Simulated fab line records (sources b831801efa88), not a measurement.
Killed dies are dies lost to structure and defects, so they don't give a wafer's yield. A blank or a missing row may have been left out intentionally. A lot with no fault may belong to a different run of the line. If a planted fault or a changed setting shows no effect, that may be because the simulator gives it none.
A single fault, viewed from 2 desks    flow gf180mcu    every desk sees just its own numbers, and what lay behind them comes last

## THE METROLOGY DESK
Lot by lot, what the gauges showed, no matter which tool ran the lot: averages of those sampled wafers that carry a number. Marked OUT: a lot whose mean sits more than 4 standard deviations from the usual mean, which makes it out of limits; the brackets give that distance.
Columns: A = V4_W_RS at GF_V4_RS_MEAS_24, usual 0.329 ohm/sq; B = cd-nm at GF_TOP_METAL_CD_MEAS_14, usual 439.7 nm
lot   first seen here  A      B
L101  day 24 06:43     0.332  438.4
L102  day 24 11:07     0.332  438.3
L105  day 25 19:52     0.326  438.1
L107  day 26 13:26     0.326  438.9
L108  day 26 21:14     0.331  436.3
L116  day 29 10:50     0.342  450.3 (+5.3) OUT
L119  day 30 03:02     0.332  440.9
L120  day 30 08:23     0.329  437.9
L121  day 30 15:51     0.334  437.6
L122  day 30 23:03     0.326  440.6
L123  day 31 05:55     0.328  439.5
L124  day 31 09:23     0.331  440.2
This desk's verdict: out of limits on L116, starting with L116 at day 32 14:18 (cd-nm at GF_TOP_METAL_CD_MEAS_14). L101, L102, L105, L107, L108, L119, L120, L121, L122, L123, L124 stayed within limits.

## DESK OF THE TOOL OWNER: litho-track-02
The tool's own readings at GF_TOP_METAL_DEVELOP_13 (develop time 60 s): means of the sampled wafers that have a number, for each lot that ran on this tool. Marked OUT: a lot whose mean sits more than 4 standard deviations from the usual mean, which makes it out of limits; the brackets give that distance.
Columns: A = developer-temp-C at GF_TOP_METAL_DEVELOP_13, usual 23.03 C
lot   first seen here  A
L102  day 28 02:56     23.08
L107  day 29 23:32     23.01
L108  day 30 05:43     22.99
L116  day 32 14:05     23.20
This desk found nothing out of limits on any of the 4 lots.

## BROUGHT TOGETHER
On L116, the metrology desk was in a position to raise an alarm at day 32 14:18.
Nothing out of limits was seen by the tool owner's desk.
The tool owner's desk has L116 on record, within its limits.
GF_TOP_METAL_DEVELOP_13 was run on litho-track-02 by each of the lots named.

## WHAT THE SIMULATOR HAD PUT IN
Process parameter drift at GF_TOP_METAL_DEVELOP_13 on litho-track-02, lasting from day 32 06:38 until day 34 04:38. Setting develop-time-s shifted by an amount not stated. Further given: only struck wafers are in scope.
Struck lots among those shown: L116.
Delay in hours, fault start to first out-of-limits reading, per desk: metrology desk 8.
